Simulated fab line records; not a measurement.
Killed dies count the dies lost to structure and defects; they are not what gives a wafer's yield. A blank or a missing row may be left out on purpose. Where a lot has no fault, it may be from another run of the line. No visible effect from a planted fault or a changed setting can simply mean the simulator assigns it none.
The tool behind it: which one? || flow sky130 || 24 lots, 72 wafers sampled, at 6 steps of a route of 708

## WHAT THE GAUGES SHOWED, per wafer
SKY_LI_CONTACT_RS_MEAS_22: measures by four-point-probe. Usual: LI_CONTACT_W_RS 0.2846 ohm/sq, standard deviation 0.003.
{"lot": "L074", "measured": "day 29 01:08", "on": "filmMetro-03", "LI_CONTACT_W_RS (ohm/sq)": "0.2854 0.2859 0.2840", "flag": ""}
{"lot": "L075", "measured": "day 29 09:35", "on": "filmMetro-03", "LI_CONTACT_W_RS (ohm/sq)": "0.2815 0.2792 0.2815", "flag": ""}
{"lot": "L076", "measured": "day 29 18:16", "on": "filmMetro-04", "LI_CONTACT_W_RS (ohm/sq)": "0.2829 0.2802 0.2841", "flag": ""}
{"lot": "L077", "measured": "day 30 10:10", "on": "filmMetro-04", "LI_CONTACT_W_RS (ohm/sq)": "0.2889 0.2886 0.2900", "flag": ""}
{"lot": "L078", "measured": "day 30 21:58", "on": "filmMetro-04", "LI_CONTACT_W_RS (ohm/sq)": "0.2827 0.2860 0.2855", "flag": ""}
{"lot": "L079", "measured": "day 31 00:31", "on": "filmMetro-04", "LI_CONTACT_W_RS (ohm/sq)": "0.2816 0.2832 0.2848", "flag": ""}
{"lot": "L080", "measured": "day 31 10:22", "on": "filmMetro-01", "LI_CONTACT_W_RS (ohm/sq)": "0.2859 0.2792 0.2802", "flag": ""}
{"lot": "L081", "measured": "day 31 19:07", "on": "filmMetro-03", "LI_CONTACT_W_RS (ohm/sq)": "0.2815 0.2801 0.2816", "flag": ""}
{"lot": "L082", "measured": "day 32 01:56", "on": "filmMetro-04", "LI_CONTACT_W_RS (ohm/sq)": "0.2889 0.2876 0.2835", "flag": ""}
{"lot": "L083", "measured": "day 32 15:56", "on": "filmMetro-04", "LI_CONTACT_W_RS (ohm/sq)": "0.2813 0.2840 0.2885", "flag": ""}
{"lot": "L084", "measured": "day 32 16:01", "on": "filmMetro-01", "LI_CONTACT_W_RS (ohm/sq)": "0.2802 0.2820 0.2813", "flag": ""}
{"lot": "L085", "measured": "day 33 01:11", "on": "filmMetro-04", "LI_CONTACT_W_RS (ohm/sq)": "0.2870 0.2891 0.2855", "flag": ""}
{"lot": "L086", "measured": "day 33 19:13", "on": "filmMetro-01", "LI_CONTACT_W_RS (ohm/sq)": "0.2871 0.2845 0.2880", "flag": ""}
{"lot": "L087", "measured": "day 33 23:25", "on": "filmMetro-01", "LI_CONTACT_W_RS (ohm/sq)": "0.2779 0.2820 0.2850", "flag": ""}
{"lot": "L089", "measured": "day 34 08:03", "on": "filmMetro-01", "LI_CONTACT_W_RS (ohm/sq)": "0.2847 0.2802 0.2826", "flag": ""}
{"lot": "L088", "measured": "day 34 11:04", "on": "filmMetro-04", "LI_CONTACT_W_RS (ohm/sq)": "0.2859 0.2858 0.2833", "flag": ""}
{"lot": "L090", "measured": "day 34 12:53", "on": "filmMetro-03", "LI_CONTACT_W_RS (ohm/sq)": "0.2840 0.2871 0.2829", "flag": ""}
{"lot": "L091", "measured": "day 34 17:05", "on": "filmMetro-04", "LI_CONTACT_W_RS (ohm/sq)": "0.2858 0.2906 0.2854", "flag": ""}
{"lot": "L092", "measured": "day 35 09:22", "on": "filmMetro-01", "LI_CONTACT_W_RS (ohm/sq)": "0.2824 0.2824 0.2874", "flag": ""}
{"lot": "L093", "measured": "day 35 11:24", "on": "filmMetro-01", "LI_CONTACT_W_RS (ohm/sq)": "0.2833 0.2844 0.2836", "flag": ""}
{"lot": "L094", "measured": "day 36 00:27", "on": "filmMetro-04", "LI_CONTACT_W_RS (ohm/sq)": "0.2848 0.2869 0.2896", "flag": ""}
{"lot": "L095", "measured": "day 36 03:20", "on": "filmMetro-01", "LI_CONTACT_W_RS (ohm/sq)": "0.2886 0.2830 0.2859", "flag": ""}
{"lot": "L096", "measured": "day 36 09:58", "on": "filmMetro-04", "LI_CONTACT_W_RS (ohm/sq)": "0.2842 0.2822 0.2859", "flag": ""}
{"lot": "L097", "measured": "day 36 12:44", "on": "filmMetro-04", "LI_CONTACT_W_RS (ohm/sq)": "0.2883 0.2861 0.2853", "flag": ""}

SKY_VIA1_OVL_MEAS_13. Usual: VIA1_OVL 0 nm, standard deviation 5.3.
{"lot": "L074", "measured": "day 33 22:02", "on": "overlay-02", "VIA1_OVL (nm)": "4 -4 -5", "flag": ""}
{"lot": "L075", "measured": "day 34 05:32", "on": "overlay-01", "VIA1_OVL (nm)": "-4 -8 -6", "flag": ""}
{"lot": "L076", "measured": "day 34 14:08", "on": "overlay-02", "VIA1_OVL (nm)": "-2 -6 -1", "flag": ""}
{"lot": "L077", "measured": "day 35 03:10", "on": "overlay-02", "VIA1_OVL (nm)": "-4 -2 -6", "flag": ""}
{"lot": "L078", "measured": "day 35 17:50", "on": "overlay-02", "VIA1_OVL (nm)": "-1 5 -3", "flag": ""}
{"lot": "L079", "measured": "day 35 18:54", "on": "overlay-02", "VIA1_OVL (nm)": "2 3 3", "flag": ""}
{"lot": "L080", "measured": "day 36 02:49", "on": "overlay-02", "VIA1_OVL (nm)": "4 7 3", "flag": ""}
{"lot": "L081", "measured": "day 36 09:54", "on": "overlay-02", "VIA1_OVL (nm)": "-4 -4 -2", "flag": ""}
{"lot": "L082", "measured": "day 36 18:07", "on": "overlay-01", "VIA1_OVL (nm)": "2 10 -1", "flag": ""}
{"lot": "L083", "measured": "day 37 07:34", "on": "overlay-02", "VIA1_OVL (nm)": "-3 -2 2", "flag": ""}
{"lot": "L084", "measured": "day 37 07:55", "on": "overlay-01", "VIA1_OVL (nm)": "-9 -6 -8", "flag": ""}
{"lot": "L085", "measured": "day 37 16:35", "on": "overlay-01", "VIA1_OVL (nm)": "2 -1 2", "flag": ""}
{"lot": "L086", "measured": "day 38 08:20", "on": "overlay-02", "VIA1_OVL (nm)": "-2 1 -4", "flag": ""}
{"lot": "L087", "measured": "day 38 13:38", "on": "overlay-01", "VIA1_OVL (nm)": "4 8 1", "flag": ""}
{"lot": "L089", "measured": "day 38 21:14", "on": "overlay-01", "VIA1_OVL (nm)": "3 1 6", "flag": ""}
{"lot": "L088", "measured": "day 39 02:10", "on": "overlay-01", "VIA1_OVL (nm)": "8 2 1", "flag": ""}
{"lot": "L090", "measured": "day 39 02:31", "on": "overlay-01", "VIA1_OVL (nm)": "6 10 5", "flag": ""}
{"lot": "L091", "measured": "day 39 06:37", "on": "overlay-01", "VIA1_OVL (nm)": "-1 3 -2", "flag": ""}
{"lot": "L092", "measured": "day 39 21:43", "on": "overlay-02", "VIA1_OVL (nm)": "-2 -5 -5", "flag": ""}
{"lot": "L093", "measured": "day 40 01:15", "on": "overlay-02", "VIA1_OVL (nm)": "0 7 0", "flag": ""}
{"lot": "L094", "measured": "day 40 12:10", "on": "overlay-01", "VIA1_OVL (nm)": "10 10 6", "flag": ""}
{"lot": "L095", "measured": "day 40 16:01", "on": "overlay-02", "VIA1_OVL (nm)": "-4 -2 -1", "flag": ""}
{"lot": "L096", "measured": "day 40 21:13", "on": "overlay-02", "VIA1_OVL (nm)": "9 11 1", "flag": ""}
{"lot": "L097", "measured": "day 40 23:08", "on": "overlay-01", "VIA1_OVL (nm)": "-2 0 -1", "flag": ""}

SKY_METAL2_CD_MEAS_15: the cd target is 140 nm. Usual: cdNm reads 139.8 nm (standard deviation 1.7).
{"lot": "L074", "measured": "day 35 02:05", "on": "cdSem-02", "cdNm (nm)": "140.2 138.7 137.0", "flag": ""}
{"lot": "L075", "measured": "day 35 09:44", "on": "cdSem-01", "cdNm (nm)": "141.7 139.8 140.6", "flag": ""}
{"lot": "L076", "measured": "day 35 18:25", "on": "cdSem-01", "cdNm (nm)": "141.8 141.2 140.7", "flag": ""}
{"lot": "L077", "measured": "day 36 07:38", "on": "cdSem-02", "cdNm (nm)": "136.9 137.6 138.6", "flag": ""}
{"lot": "L078", "measured": "day 36 21:31", "on": "cdSem-01", "cdNm (nm)": "137.1 136.8 135.9", "flag": ""}
{"lot": "L079", "measured": "day 36 22:59", "on": "cdSem-02", "cdNm (nm)": "139.7 140.7 138.6", "flag": ""}
{"lot": "L080", "measured": "day 37 06:25", "on": "cdSem-02", "cdNm (nm)": "141.9 141.5 140.2", "flag": ""}
{"lot": "L081", "measured": "day 37 13:22", "on": "cdSem-02", "cdNm (nm)": "142.8 140.8 139.3", "flag": ""}
{"lot": "L082", "measured": "day 37 22:01", "on": "cdSem-01", "cdNm (nm)": "138.6 139.3 138.3", "flag": ""}
{"lot": "L083", "measured": "day 38 10:54", "on": "cdSem-02", "cdNm (nm)": "142.0 141.0 141.1", "flag": ""}
{"lot": "L084", "measured": "day 38 11:34", "on": "cdSem-01", "cdNm (nm)": "140.7 138.4 139.4", "flag": ""}
{"lot": "L085", "measured": "day 38 19:38", "on": "cdSem-01", "cdNm (nm)": "140.3 139.0 137.9", "flag": ""}
{"lot": "L086", "measured": "day 39 10:44", "on": "cdSem-01", "cdNm (nm)": "139.3 138.9 137.9", "flag": ""}
{"lot": "L087", "measured": "day 39 16:13", "on": "cdSem-02", "cdNm (nm)": "137.4 138.7 139.6", "flag": ""}
{"lot": "L089", "measured": "day 39 23:34", "on": "cdSem-02", "cdNm (nm)": "138.7 138.6 140.1", "flag": ""}
{"lot": "L088", "measured": "day 40 04:02", "on": "cdSem-02", "cdNm (nm)": "142.1 142.6 141.9", "flag": ""}
{"lot": "L090", "measured": "day 40 04:29", "on": "cdSem-01", "cdNm (nm)": "139.5 139.6 140.1", "flag": ""}
{"lot": "L091", "measured": "day 40 09:21", "on": "cdSem-02", "cdNm (nm)": "138.1 140.5 140.2", "flag": ""}
{"lot": "L092", "measured": "day 40 23:23", "on": "cdSem-01", "cdNm (nm)": "140.1 139.6 139.4", "flag": ""}
{"lot": "L093", "measured": "day 41 03:14", "on": "cdSem-01", "cdNm (nm)": "139.5 140.5 141.0", "flag": ""}
{"lot": "L094", "measured": "day 41 13:56", "on": "cdSem-02", "cdNm (nm)": "140.7 139.0 140.3", "flag": ""}
{"lot": "L095", "measured": "day 41 18:39", "on": "cdSem-01", "cdNm (nm)": "138.9 137.9 139.5", "flag": ""}
{"lot": "L096", "measured": "day 41 23:38", "on": "cdSem-02", "cdNm (nm)": "135.7 135.8 136.3", "flag": ""}
{"lot": "L097", "measured": "day 42 00:37", "on": "cdSem-02", "cdNm (nm)": "139.5 141.7 142.4", "flag": ""}

## TOOL THAT RAN EACH LOT (tool first, then ch and the chambers of the sampled wafers, then the start)
{"lot": "L074", "SKY_SD_P_STRIP_10": "plasmaAsher-03 ch 0,1, day 25 07:25", "SKY_RES_XHIGH_STRIP_08": "plasmaAsher-03 ch 0,1, day 26 12:28", "SKY_LI_CONTACT_CVD_21": "cvdW-01 ch 0,1, day 29 01:01"}
{"lot": "L075", "SKY_SD_P_STRIP_10": "plasmaAsher-02 ch 0,1, day 25 17:12", "SKY_RES_XHIGH_STRIP_08": "plasmaAsher-02 ch 0,1, day 26 21:37", "SKY_LI_CONTACT_CVD_21": "cvdW-02 ch 0,1, day 29 09:28"}
{"lot": "L076", "SKY_SD_P_STRIP_10": "plasmaAsher-03 ch 1, day 26 02:11", "SKY_RES_XHIGH_STRIP_08": "plasmaAsher-03 ch 0,1, day 27 07:04", "SKY_LI_CONTACT_CVD_21": "cvdW-02 ch 0,1, day 29 18:08"}
{"lot": "L077", "SKY_SD_P_STRIP_10": "plasmaAsher-02 ch 0,1, day 26 17:24", "SKY_RES_XHIGH_STRIP_08": "plasmaAsher-03 ch 0,1, day 27 22:07", "SKY_LI_CONTACT_CVD_21": "cvdW-01 ch 0, day 30 09:56"}
{"lot": "L078", "SKY_SD_P_STRIP_10": "plasmaAsher-04 ch 0,1, day 27 05:14", "SKY_RES_XHIGH_STRIP_08": "plasmaAsher-02 ch 0,1, day 28 10:48", "SKY_LI_CONTACT_CVD_21": "cvdW-01 ch 1, day 30 21:46"}
{"lot": "L079", "SKY_SD_P_STRIP_10": "plasmaAsher-03 ch 0,1, day 27 09:47", "SKY_RES_XHIGH_STRIP_08": "plasmaAsher-02 ch 1, day 28 14:31", "SKY_LI_CONTACT_CVD_21": "cvdW-01 ch 1, day 31 00:23"}
{"lot": "L080", "SKY_SD_P_STRIP_10": "plasmaAsher-03 ch 0,1, day 27 18:46", "SKY_RES_XHIGH_STRIP_08": "plasmaAsher-01 ch 0,1, day 28 23:40", "SKY_LI_CONTACT_CVD_21": "cvdW-01 ch 0,1, day 31 10:14"}
{"lot": "L081", "SKY_SD_P_STRIP_10": "plasmaAsher-04 ch 0,1, day 28 04:05", "SKY_RES_XHIGH_STRIP_08": "plasmaAsher-01 ch 1, day 29 08:58", "SKY_LI_CONTACT_CVD_21": "cvdW-01 ch 0,1, day 31 18:58"}
{"lot": "L082", "SKY_SD_P_STRIP_10": "plasmaAsher-03 ch 0,1, day 28 12:23", "SKY_RES_XHIGH_STRIP_08": "plasmaAsher-02 ch 0,1, day 29 17:31", "SKY_LI_CONTACT_CVD_21": "cvdW-02 ch 0,1, day 32 01:49"}
{"lot": "L083", "SKY_SD_P_STRIP_10": "plasmaAsher-04 ch 0,1, day 29 01:50", "SKY_RES_XHIGH_STRIP_08": "plasmaAsher-03 ch 0,1, day 30 06:22", "SKY_LI_CONTACT_CVD_21": "cvdW-01 ch 0,1, day 32 15:49"}
{"lot": "L084", "SKY_SD_P_STRIP_10": "plasmaAsher-03 ch 0, day 29 02:26", "SKY_RES_XHIGH_STRIP_08": "plasmaAsher-02 ch 0,1, day 30 06:55", "SKY_LI_CONTACT_CVD_21": "cvdW-02 ch 0,1, day 32 15:52"}
{"lot": "L085", "SKY_SD_P_STRIP_10": "plasmaAsher-02 ch 0,1, day 29 10:18", "SKY_RES_XHIGH_STRIP_08": "plasmaAsher-01 ch 0,1, day 30 14:52", "SKY_LI_CONTACT_CVD_21": "cvdW-01 ch 0,1, day 33 01:02"}
{"lot": "L086", "SKY_SD_P_STRIP_10": "plasmaAsher-04 ch 0,1, day 30 07:13", "SKY_RES_XHIGH_STRIP_08": "plasmaAsher-02 ch 0,1, day 31 10:58", "SKY_LI_CONTACT_CVD_21": "cvdW-01 ch 0,1, day 33 19:04"}
{"lot": "L087", "SKY_SD_P_STRIP_10": "plasmaAsher-04 ch 0,1, day 30 11:21", "SKY_RES_XHIGH_STRIP_08": "plasmaAsher-01 ch 0,1, day 31 15:13", "SKY_LI_CONTACT_CVD_21": "cvdW-02 ch 0,1, day 33 23:16"}
{"lot": "L089", "SKY_SD_P_STRIP_10": "plasmaAsher-03 ch 1, day 30 21:44", "SKY_RES_XHIGH_STRIP_08": "plasmaAsher-01 ch 1, day 32 00:43", "SKY_LI_CONTACT_CVD_21": "cvdW-01 ch 0,1, day 34 07:56"}
{"lot": "L088", "SKY_SD_P_STRIP_10": "plasmaAsher-02 ch 0,1, day 30 23:00", "SKY_RES_XHIGH_STRIP_08": "plasmaAsher-03 ch 0,1, day 32 02:58", "SKY_LI_CONTACT_CVD_21": "cvdW-01 ch 0,1, day 34 10:56"}
{"lot": "L090", "SKY_SD_P_STRIP_10": "plasmaAsher-03 ch 0,1, day 31 02:11", "SKY_RES_XHIGH_STRIP_08": "plasmaAsher-02 ch 0,1, day 32 05:16", "SKY_LI_CONTACT_CVD_21": "cvdW-02 ch 0,1, day 34 12:46"}
{"lot": "L091", "SKY_SD_P_STRIP_10": "plasmaAsher-04 ch 0,1, day 31 07:44", "SKY_RES_XHIGH_STRIP_08": "plasmaAsher-03 ch 0,1, day 32 10:04", "SKY_LI_CONTACT_CVD_21": "cvdW-01 ch 0,1, day 34 16:57"}
{"lot": "L092", "SKY_SD_P_STRIP_10": "plasmaAsher-04 ch 0,1, day 31 22:11", "SKY_RES_XHIGH_STRIP_08": "plasmaAsher-02 ch 0,1, day 33 01:40", "SKY_LI_CONTACT_CVD_21": "cvdW-02 ch 0,1, day 35 09:13"}
{"lot": "L093", "SKY_SD_P_STRIP_10": "plasmaAsher-02 ch 0,1, day 31 23:27", "SKY_RES_XHIGH_STRIP_08": "plasmaAsher-03 ch 0,1, day 33 02:46", "SKY_LI_CONTACT_CVD_21": "cvdW-02 ch 0,1, day 35 11:15"}
{"lot": "L094", "SKY_SD_P_STRIP_10": "plasmaAsher-04 ch 0,1, day 32 14:11", "SKY_RES_XHIGH_STRIP_08": "plasmaAsher-02 ch 0,1, day 33 17:28", "SKY_LI_CONTACT_CVD_21": "cvdW-01 ch 0,1, day 36 00:18"}
{"lot": "L095", "SKY_SD_P_STRIP_10": "plasmaAsher-03 ch 0,1, day 32 16:38", "SKY_RES_XHIGH_STRIP_08": "plasmaAsher-02 ch 0,1, day 33 19:28", "SKY_LI_CONTACT_CVD_21": "cvdW-01 ch 0,1, day 36 03:13"}
{"lot": "L096", "SKY_SD_P_STRIP_10": "plasmaAsher-02 ch 0,1, day 33 00:14", "SKY_RES_XHIGH_STRIP_08": "plasmaAsher-01 ch 0,1, day 34 02:25", "SKY_LI_CONTACT_CVD_21": "cvdW-02 ch 0,1, day 36 09:50"}
{"lot": "L097", "SKY_SD_P_STRIP_10": "plasmaAsher-04 ch 0, day 33 02:26", "SKY_RES_XHIGH_STRIP_08": "plasmaAsher-02 ch 0, day 34 05:13", "SKY_LI_CONTACT_CVD_21": "cvdW-02 ch 0,1, day 36 12:37"}
- SKY_SD_P_STRIP_10: strips in O2/N2.
- SKY_RES_XHIGH_STRIP_08: strips in O2/N2.
- SKY_LI_CONTACT_CVD_21: deposits W, target thk 400 nm, time 120.56 s.

## AS READ BY THE TOOLS THEMSELVES (means over the sampled wafers that have a number; for cases with no such wafer, the mark the record gives instead)
SKY_SD_P_STRIP_10. Usual: drypumpMotorCurrentA 5.55 A, standard deviation 0.24; oesProductAu 0.618 a.u., standard deviation 0.0043; stripTimeToEndpointS 17.49 s, standard deviation 0.036.
{"lot": "L074", "tool": "plasmaAsher-03", "drypumpMotorCurrentA (A)": 5.35, "oesProductAu (a.u.)": 0.619, "stripTimeToEndpointS (s)": 17.50, "flag": ""}
{"lot": "L075", "tool": "plasmaAsher-02", "drypumpMotorCurrentA (A)": 5.61, "oesProductAu (a.u.)": 0.618, "stripTimeToEndpointS (s)": 17.52, "flag": ""}
{"lot": "L076", "tool": "plasmaAsher-03", "drypumpMotorCurrentA (A)": 5.15, "oesProductAu (a.u.)": 0.622, "stripTimeToEndpointS (s)": 17.48, "flag": ""}
{"lot": "L077", "tool": "plasmaAsher-02", "drypumpMotorCurrentA (A)": 5.62, "oesProductAu (a.u.)": 0.623, "stripTimeToEndpointS (s)": 17.56, "flag": ""}
{"lot": "L078", "tool": "plasmaAsher-04", "drypumpMotorCurrentA (A)": 5.78, "oesProductAu (a.u.)": 0.617, "stripTimeToEndpointS (s)": 17.46, "flag": ""}
{"lot": "L079", "tool": "plasmaAsher-03", "drypumpMotorCurrentA (A)": 5.33, "oesProductAu (a.u.)": 0.620, "stripTimeToEndpointS (s)": 17.50, "flag": ""}
{"lot": "L080", "tool": "plasmaAsher-03", "drypumpMotorCurrentA (A)": 5.23, "oesProductAu (a.u.)": 0.616, "stripTimeToEndpointS (s)": 17.50, "flag": ""}
{"lot": "L081", "tool": "plasmaAsher-04", "drypumpMotorCurrentA (A)": 5.78, "oesProductAu (a.u.)": 0.620, "stripTimeToEndpointS (s)": 17.45, "flag": ""}
{"lot": "L082", "tool": "plasmaAsher-03", "drypumpMotorCurrentA (A)": 5.23, "oesProductAu (a.u.)": 0.616, "stripTimeToEndpointS (s)": 17.52, "flag": ""}
{"lot": "L083", "tool": "plasmaAsher-04", "drypumpMotorCurrentA (A)": 5.80, "oesProductAu (a.u.)": 0.618, "stripTimeToEndpointS (s)": 17.48, "flag": ""}
{"lot": "L084", "tool": "plasmaAsher-03", "drypumpMotorCurrentA (A)": 5.44, "oesProductAu (a.u.)": 0.621, "stripTimeToEndpointS (s)": 17.45, "flag": ""}
{"lot": "L085", "tool": "plasmaAsher-02", "drypumpMotorCurrentA (A)": 5.61, "oesProductAu (a.u.)": 0.616, "stripTimeToEndpointS (s)": 17.48, "flag": ""}
{"lot": "L086", "tool": "plasmaAsher-04", "drypumpMotorCurrentA (A)": 5.77, "oesProductAu (a.u.)": 0.618, "stripTimeToEndpointS (s)": 17.47, "flag": ""}
{"lot": "L087", "tool": "plasmaAsher-04", "drypumpMotorCurrentA (A)": 5.78, "oesProductAu (a.u.)": 0.613, "stripTimeToEndpointS (s)": 17.47, "flag": ""}
{"lot": "L089", "tool": "plasmaAsher-03", "drypumpMotorCurrentA (A)": 5.14, "oesProductAu (a.u.)": 0.616, "stripTimeToEndpointS (s)": 17.48, "flag": ""}
{"lot": "L088", "tool": "plasmaAsher-02", "drypumpMotorCurrentA (A)": 5.55, "oesProductAu (a.u.)": 0.621, "stripTimeToEndpointS (s)": 17.48, "flag": ""}
{"lot": "L090", "tool": "plasmaAsher-03", "drypumpMotorCurrentA (A)": 5.25, "oesProductAu (a.u.)": 0.617, "stripTimeToEndpointS (s)": 17.54, "flag": ""}
{"lot": "L091", "tool": "plasmaAsher-04", "drypumpMotorCurrentA (A)": 5.79, "oesProductAu (a.u.)": 0.617, "stripTimeToEndpointS (s)": 17.45, "flag": ""}
{"lot": "L092", "tool": "plasmaAsher-04", "drypumpMotorCurrentA (A)": 5.80, "oesProductAu (a.u.)": 0.620, "stripTimeToEndpointS (s)": 17.45, "flag": ""}
{"lot": "L093", "tool": "plasmaAsher-02", "drypumpMotorCurrentA (A)": 5.57, "oesProductAu (a.u.)": 0.620, "stripTimeToEndpointS (s)": 17.54, "flag": ""}
{"lot": "L094", "tool": "plasmaAsher-04", "drypumpMotorCurrentA (A)": 5.79, "oesProductAu (a.u.)": 0.620, "stripTimeToEndpointS (s)": 17.47, "flag": ""}
{"lot": "L095", "tool": "plasmaAsher-03", "drypumpMotorCurrentA (A)": 5.34, "oesProductAu (a.u.)": 0.613, "stripTimeToEndpointS (s)": 17.49, "flag": ""}
{"lot": "L096", "tool": "plasmaAsher-02", "drypumpMotorCurrentA (A)": 5.57, "oesProductAu (a.u.)": 0.621, "stripTimeToEndpointS (s)": 17.51, "flag": ""}
{"lot": "L097", "tool": "plasmaAsher-04", "drypumpMotorCurrentA (A)": 5.79, "oesProductAu (a.u.)": 0.619, "stripTimeToEndpointS (s)": 17.49, "flag": ""}

SKY_RES_XHIGH_STRIP_08. Usual: drypumpMotorCurrentA 5.56 A, standard deviation 0.26; oesProductAu 0.711 a.u., standard deviation 0.0042; stripTimeToEndpointS 14.28 s, standard deviation 0.04.
{"lot": "L074", "tool": "plasmaAsher-03", "drypumpMotorCurrentA (A)": 5.23, "oesProductAu (a.u.)": 0.710, "stripTimeToEndpointS (s)": 14.32, "flag": ""}
{"lot": "L075", "tool": "plasmaAsher-02", "drypumpMotorCurrentA (A)": 5.56, "oesProductAu (a.u.)": 0.714, "stripTimeToEndpointS (s)": 14.32, "flag": ""}
{"lot": "L076", "tool": "plasmaAsher-03", "drypumpMotorCurrentA (A)": 5.24, "oesProductAu (a.u.)": 0.714, "stripTimeToEndpointS (s)": 14.30, "flag": ""}
{"lot": "L077", "tool": "plasmaAsher-03", "drypumpMotorCurrentA (A)": 5.35, "oesProductAu (a.u.)": 0.712, "stripTimeToEndpointS (s)": 14.31, "flag": ""}
{"lot": "L078", "tool": "plasmaAsher-02", "drypumpMotorCurrentA (A)": 5.56, "oesProductAu (a.u.)": 0.711, "stripTimeToEndpointS (s)": 14.26, "flag": ""}
{"lot": "L079", "tool": "plasmaAsher-02", "drypumpMotorCurrentA (A)": 5.52, "oesProductAu (a.u.)": 0.714, "stripTimeToEndpointS (s)": 14.31, "flag": ""}
{"lot": "L080", "tool": "plasmaAsher-01", "drypumpMotorCurrentA (A)": 5.94, "oesProductAu (a.u.)": 0.709, "stripTimeToEndpointS (s)": 14.25, "flag": ""}
{"lot": "L081", "tool": "plasmaAsher-01", "drypumpMotorCurrentA (A)": 5.61, "oesProductAu (a.u.)": 0.711, "stripTimeToEndpointS (s)": 14.30, "flag": ""}
{"lot": "L082", "tool": "plasmaAsher-02", "drypumpMotorCurrentA (A)": 5.57, "oesProductAu (a.u.)": 0.714, "stripTimeToEndpointS (s)": 14.22, "flag": ""}
{"lot": "L083", "tool": "plasmaAsher-03", "drypumpMotorCurrentA (A)": 5.24, "oesProductAu (a.u.)": 0.708, "stripTimeToEndpointS (s)": 14.28, "flag": ""}
{"lot": "L084", "tool": "plasmaAsher-02", "drypumpMotorCurrentA (A)": 5.61, "oesProductAu (a.u.)": 0.711, "stripTimeToEndpointS (s)": 14.27, "flag": ""}
{"lot": "L085", "tool": "plasmaAsher-01", "drypumpMotorCurrentA (A)": 5.77, "oesProductAu (a.u.)": 0.711, "stripTimeToEndpointS (s)": 14.30, "flag": ""}
{"lot": "L086", "tool": "plasmaAsher-02", "drypumpMotorCurrentA (A)": 5.59, "oesProductAu (a.u.)": 0.710, "stripTimeToEndpointS (s)": 14.29, "flag": ""}
{"lot": "L087", "tool": "plasmaAsher-01", "drypumpMotorCurrentA (A)": 5.91, "oesProductAu (a.u.)": 0.717, "stripTimeToEndpointS (s)": 14.32, "flag": ""}
{"lot": "L089", "tool": "plasmaAsher-01", "drypumpMotorCurrentA (A)": 5.59, "oesProductAu (a.u.)": 0.709, "stripTimeToEndpointS (s)": 14.29, "flag": ""}
{"lot": "L088", "tool": "plasmaAsher-03", "drypumpMotorCurrentA (A)": 5.34, "oesProductAu (a.u.)": 0.711, "stripTimeToEndpointS (s)": 14.26, "flag": ""}
{"lot": "L090", "tool": "plasmaAsher-02", "drypumpMotorCurrentA (A)": 5.55, "oesProductAu (a.u.)": 0.713, "stripTimeToEndpointS (s)": 14.27, "flag": ""}
{"lot": "L091", "tool": "plasmaAsher-03", "drypumpMotorCurrentA (A)": 5.32, "oesProductAu (a.u.)": 0.708, "stripTimeToEndpointS (s)": 14.31, "flag": ""}
{"lot": "L092", "tool": "plasmaAsher-02", "drypumpMotorCurrentA (A)": 5.59, "oesProductAu (a.u.)": 0.713, "stripTimeToEndpointS (s)": 14.24, "flag": ""}
{"lot": "L093", "tool": "plasmaAsher-03", "drypumpMotorCurrentA (A)": 5.23, "oesProductAu (a.u.)": 0.715, "stripTimeToEndpointS (s)": 14.31, "flag": ""}
{"lot": "L094", "tool": "plasmaAsher-02", "drypumpMotorCurrentA (A)": 5.56, "oesProductAu (a.u.)": 0.713, "stripTimeToEndpointS (s)": 14.24, "flag": ""}
{"lot": "L095", "tool": "plasmaAsher-02", "drypumpMotorCurrentA (A)": 5.57, "oesProductAu (a.u.)": 0.712, "stripTimeToEndpointS (s)": 14.20, "flag": ""}
{"lot": "L096", "tool": "plasmaAsher-01", "drypumpMotorCurrentA (A)": 5.92, "oesProductAu (a.u.)": 0.710, "stripTimeToEndpointS (s)": 14.26, "flag": ""}
{"lot": "L097", "tool": "plasmaAsher-02", "drypumpMotorCurrentA (A)": 5.64, "oesProductAu (a.u.)": 0.709, "stripTimeToEndpointS (s)": 14.30, "flag": ""}

SKY_LI_CONTACT_CVD_21. Usual: heaterPowerW reads 836 W (standard deviation 17).
{"lot": "L074", "tool": "cvdW-01", "heaterPowerW (W)": 837, "flag": ""}
{"lot": "L075", "tool": "cvdW-02", "heaterPowerW (W)": 818, "flag": ""}
{"lot": "L076", "tool": "cvdW-02", "heaterPowerW (W)": 837, "flag": ""}
{"lot": "L077", "tool": "cvdW-01", "heaterPowerW (W)": 847, "flag": ""}
{"lot": "L078", "tool": "cvdW-01", "heaterPowerW (W)": 818, "flag": ""}
{"lot": "L079", "tool": "cvdW-01", "heaterPowerW (W)": 825, "flag": ""}
{"lot": "L080", "tool": "cvdW-01", "heaterPowerW (W)": 836, "flag": ""}
{"lot": "L081", "tool": "cvdW-01", "heaterPowerW (W)": 832, "flag": ""}
{"lot": "L082", "tool": "cvdW-02", "heaterPowerW (W)": 828, "flag": ""}
{"lot": "L083", "tool": "cvdW-01", "heaterPowerW (W)": 827, "flag": ""}
{"lot": "L084", "tool": "cvdW-02", "heaterPowerW (W)": 850, "flag": ""}
{"lot": "L085", "tool": "cvdW-01", "heaterPowerW (W)": 846, "flag": ""}
{"lot": "L086", "tool": "cvdW-01", "heaterPowerW (W)": 825, "flag": ""}
{"lot": "L087", "tool": "cvdW-02", "heaterPowerW (W)": 846, "flag": ""}
{"lot": "L089", "tool": "cvdW-01", "heaterPowerW (W)": 819, "flag": ""}
{"lot": "L088", "tool": "cvdW-01", "heaterPowerW (W)": 840, "flag": ""}
{"lot": "L090", "tool": "cvdW-02", "heaterPowerW (W)": 846, "flag": ""}
{"lot": "L091", "tool": "cvdW-01", "heaterPowerW (W)": 824, "flag": ""}
{"lot": "L092", "tool": "cvdW-02", "heaterPowerW (W)": 838, "flag": ""}
{"lot": "L093", "tool": "cvdW-02", "heaterPowerW (W)": 852, "flag": ""}
{"lot": "L094", "tool": "cvdW-01", "heaterPowerW (W)": 838, "flag": ""}
{"lot": "L095", "tool": "cvdW-01", "heaterPowerW (W)": 838, "flag": ""}
{"lot": "L096", "tool": "cvdW-02", "heaterPowerW (W)": 843, "flag": ""}
{"lot": "L097", "tool": "cvdW-02", "heaterPowerW (W)": 846, "flag": ""}

## THE ANSWER, worked out from the rows above alone
Rule: a lot counts as off when the mean over its wafers that have a number is more than 3 standard deviations away from the usual mean. A lot without any number at a reading at which 4 lots or more have one is off too. All remaining lots with rows at the step are treated as sound. First the gauges in route order, then the tools' own readings, where a lot's mean is used as printed above. At the first step where some lot is off, the reading lying furthest off is the one used; lots without a number count as furthest.
No lot is off at any reading shown: from this, nothing can be told.

## WHAT WAS PUT IN BY THE SIMULATOR
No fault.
